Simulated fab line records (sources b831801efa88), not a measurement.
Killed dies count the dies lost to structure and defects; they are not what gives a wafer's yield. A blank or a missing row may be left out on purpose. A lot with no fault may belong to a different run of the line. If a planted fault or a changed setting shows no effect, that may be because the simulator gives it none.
2 desks, one fault    flow sky130    only its own numbers are on each desk; what lay behind them is given at the end

## METROLOGY DESK
Lot by lot, what the gauges showed, no matter which tool ran the lot: averages of those sampled wafers that carry a number. Marked OUT: a lot whose mean sits more than 4 standard deviations from the usual mean, which makes it out of limits; the brackets give that distance.
Columns: A = VIA1_OVL at SKY_VIA1_OVL_MEAS_13, usual -2 nm; B = METAL2_ALCU_RS at SKY_METAL2_RS_MEAS_05, usual 0.1271 ohm/sq
lot   first seen here  A   B
L166  day 34 00:14     -1  0.1281
L167  day 34 07:23     -7  0.1260
L170  day 36 01:56     -5  0.1280
L175  day 38 00:57     -2  0.1275
L176  day 38 05:32     -1  0.1282
L180  day 38 10:54     -7  0.1259
L183  day 39 09:17     -2  0.1245
L184  day 40 01:20     2   0.1272
L186  day 40 02:06     0   0.1267
L187  day 40 14:56     -2  0.1263
This desk found nothing out of limits on any of the 10 lots.

## THE TOOL OWNER'S DESK: rie metal-03
The tool's own readings at SKY_METAL5_METAL_ETCH_15 (etches the open film in Cl2/BCl3, stops on SiO2, target depth 1260 nm, time 252 s): means of the sampled wafers that have a number, for each lot that ran on this tool. Marked OUT: a lot whose mean sits more than 4 standard deviations from the usual mean, which makes it out of limits; the brackets give that distance.
Columns: A = drypump motor current A at SKY_METAL5_METAL_ETCH_15, usual 5.7 A; B = oes product au at SKY_METAL5_METAL_ETCH_15, usual 0.894 a.u.; C = rf fwd power W at SKY_METAL5_METAL_ETCH_15, usual 917.9 W; D = throttle valve pct at SKY_METAL5_METAL_ETCH_15, usual 22.263 %
lot   first seen here  A    B                C      D
L166  day 44 00:53     5.9  0.898            918.7  22.263
L167  day 44 03:56     5.8  0.894            919.0  22.275
L170  day 45 14:42     5.8  0.775 (-23) OUT  920.2  22.254
L186  day 48 19:57     5.9  0.893            918.6  22.258
This desk finds L170 out of limits, L170 being first, at day 45 14:42 (oes product au at SKY_METAL5_METAL_ETCH_15). In limits: L166, L167, L186.

## TAKEN TOGETHER
An alarm could have come from the tool owner's desk at day 45 14:42, on L170.
Nothing out of limits was seen by the metrology desk.
The metrology desk has L170 on record, within its limits.
On rie metal-03, each named lot ran SKY_METAL5_METAL_ETCH_15.

## WHAT THE SIMULATOR HAD INSERTED
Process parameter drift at SKY_METAL5_METAL_ETCH_15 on rie metal-03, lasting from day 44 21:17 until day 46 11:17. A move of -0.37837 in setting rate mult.
Lots struck among those shown: L170.
How many hours passed from the start of the fault until each desk's first out-of-limits reading: the tool owner's desk, 17.
